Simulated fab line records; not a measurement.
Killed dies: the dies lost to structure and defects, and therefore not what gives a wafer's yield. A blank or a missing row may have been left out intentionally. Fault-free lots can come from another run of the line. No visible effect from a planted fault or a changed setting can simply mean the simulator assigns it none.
Check of tool commonality :: flow sky130 :: Sample size 13 lots and 39 wafers

REASON IT WAS OPENED
3 of 13 lots carry a flag on the reading POLY_GATE_OXIDATION_THK at SKY_POLY_GATE_THK_MEAS_21. Fault-free wafers read 4.01 nm, with a standard deviation of 0.094.
Rule: flag the lot when none of its wafers has a number, or when each of its wafers that has one lies beyond 4 standard deviations from that mean. The rest of the lots are taken to be sound.

lot: L387
measured: day 16 09:53
on: film-metro-03
POLY_GATE_OXIDATION_THK (nm), wafer by wafer: 4.10 4.01 4.08
flag: 

lot: L388
measured: day 16 09:55
on: film-metro-04
POLY_GATE_OXIDATION_THK (nm), wafer by wafer: 4.00 4.11 4.09
flag: 

lot: L389
measured: day 16 09:55
on: film-metro-01
POLY_GATE_OXIDATION_THK (nm), wafer by wafer: 3.97 4.04 4.03
flag: 

lot: L391
measured: day 17 13:24
on: film-metro-01
POLY_GATE_OXIDATION_THK (nm), wafer by wafer: 3.99 3.92 3.98
flag: 

lot: L392
measured: day 18 00:38
on: film-metro-04
POLY_GATE_OXIDATION_THK (nm), wafer by wafer: 3.84 3.85 3.88
flag: 

lot: L394
measured: day 18 12:22
on: film-metro-01
POLY_GATE_OXIDATION_THK (nm), wafer by wafer: 6.47 6.67 6.63
flag: FLAGGED

lot: L396
measured: day 19 14:09
on: film-metro-04
POLY_GATE_OXIDATION_THK (nm), wafer by wafer: 4.04 4.04 4.00
flag: 

lot: L398
measured: day 20 17:40
on: film-metro-04
POLY_GATE_OXIDATION_THK (nm), wafer by wafer: 6.51 6.42 6.49
flag: FLAGGED

lot: L401
measured: day 23 06:47
on: film-metro-01
POLY_GATE_OXIDATION_THK (nm), wafer by wafer: 6.51 6.62 6.60
flag: FLAGGED

lot: L405
measured: day 23 14:50
on: film-metro-03
POLY_GATE_OXIDATION_THK (nm), wafer by wafer: 4.03 4.02 4.05
flag: 

lot: L406
measured: day 23 16:09
on: film-metro-04
POLY_GATE_OXIDATION_THK (nm), wafer by wafer: 3.98 3.96 3.96
flag: 

lot: L409
measured: day 24 14:32
on: film-metro-03
POLY_GATE_OXIDATION_THK (nm), wafer by wafer: 4.09 4.07 4.11
flag: 

lot: L410
measured: day 24 21:25
on: film-metro-01
POLY_GATE_OXIDATION_THK (nm), wafer by wafer: 4.02 4.04 4.02
flag: 
On average the flagged lots' numbers are 6.55 nm, which is +2.54 nm against the usual, or +27 standard deviations.

EACH LOT AND THE TOOL IT RAN ON
The record holds 1 process step before the reading, out of a route of 708 steps. In each cell: the tool, then ch and the chambers that the sampled wafers went through, then the start.
lot: L387
flag: 
SKY_POLY_GATE_OXIDATION_20: furnace-02 ch 0, day 16 08:38

lot: L388
flag: 
SKY_POLY_GATE_OXIDATION_20: furnace-02 ch 0, day 16 08:38

lot: L389
flag: 
SKY_POLY_GATE_OXIDATION_20: furnace-02 ch 0, day 16 08:38

lot: L391
flag: 
SKY_POLY_GATE_OXIDATION_20: furnace-01 ch 0, day 17 12:07

lot: L392
flag: 
SKY_POLY_GATE_OXIDATION_20: furnace-01 ch 0, day 17 23:23

lot: L394
flag: FLAGGED
SKY_POLY_GATE_OXIDATION_20: furnace-02 ch 0, day 18 08:59 and furnace-01 ch 0, day 18 11:07

lot: L396
flag: 
SKY_POLY_GATE_OXIDATION_20: furnace-02 ch 0, day 19 12:53

lot: L398
flag: FLAGGED
SKY_POLY_GATE_OXIDATION_20: furnace-01 ch 0, day 20 13:32

lot: L401
flag: FLAGGED
SKY_POLY_GATE_OXIDATION_20: furnace-01 ch 0, day 23 03:59 and furnace-02 ch 0, day 23 05:32

lot: L405
flag: 
SKY_POLY_GATE_OXIDATION_20: furnace-01 ch 0, day 23 13:35

lot: L406
flag: 
SKY_POLY_GATE_OXIDATION_20: furnace-01 ch 0, day 23 14:54

lot: L409
flag: 
SKY_POLY_GATE_OXIDATION_20: furnace-01 ch 0, day 24 13:17

lot: L410
flag: 
SKY_POLY_GATE_OXIDATION_20: furnace-02 ch 0, day 24 20:08
What the steps here do:
- SKY_POLY_GATE_OXIDATION_20: stabilise 600 s, purge 300 s, target thk 4 nm.
- SKY_POLY_GATE_THK_MEAS_21

FLAGGED AGAINST TOTAL, ONE TOOL AT A TIME (gauges that did the reading follow at the end)
step: SKY_POLY_GATE_OXIDATION_20
tool: furnace-01
lots run: 8
flagged: 3
share of the flagged lots: all
sound lots run after its first flagged lot: 3 (L405,L406,L409)

step: SKY_POLY_GATE_OXIDATION_20
tool: furnace-02
lots run: 7
flagged: 2
share of the flagged lots: some
sound lots run after its first flagged lot: 2 (L396,L410)

step: SKY_POLY_GATE_THK_MEAS_21
tool: film-metro-01
lots run: 5
flagged: 2
share of the flagged lots: some
sound lots run after its first flagged lot: 1 (L410)

step: SKY_POLY_GATE_THK_MEAS_21
tool: film-metro-03
lots run: 3
flagged: 0
share of the flagged lots: none
sound lots run after its first flagged lot: -

step: SKY_POLY_GATE_THK_MEAS_21
tool: film-metro-04
lots run: 5
flagged: 1
share of the flagged lots: some
sound lots run after its first flagged lot: 1 (L406)

WHAT THE TABLE ALLOWS
All flagged lots share 1 row of the table, namely furnace-01 at SKY_POLY_GATE_OXIDATION_20.
- furnace-01 at SKY_POLY_GATE_OXIDATION_20 ran 8 lots, 3 of them flagged. After the first flagged lot (L405, L406, L409), sound lots still ran on it; a lasting fault on the whole tool would not permit that.
Not one row of the table ran every flagged lot while running no sound lot after the first.

WHAT THE SIMULATOR HAD INSERTED
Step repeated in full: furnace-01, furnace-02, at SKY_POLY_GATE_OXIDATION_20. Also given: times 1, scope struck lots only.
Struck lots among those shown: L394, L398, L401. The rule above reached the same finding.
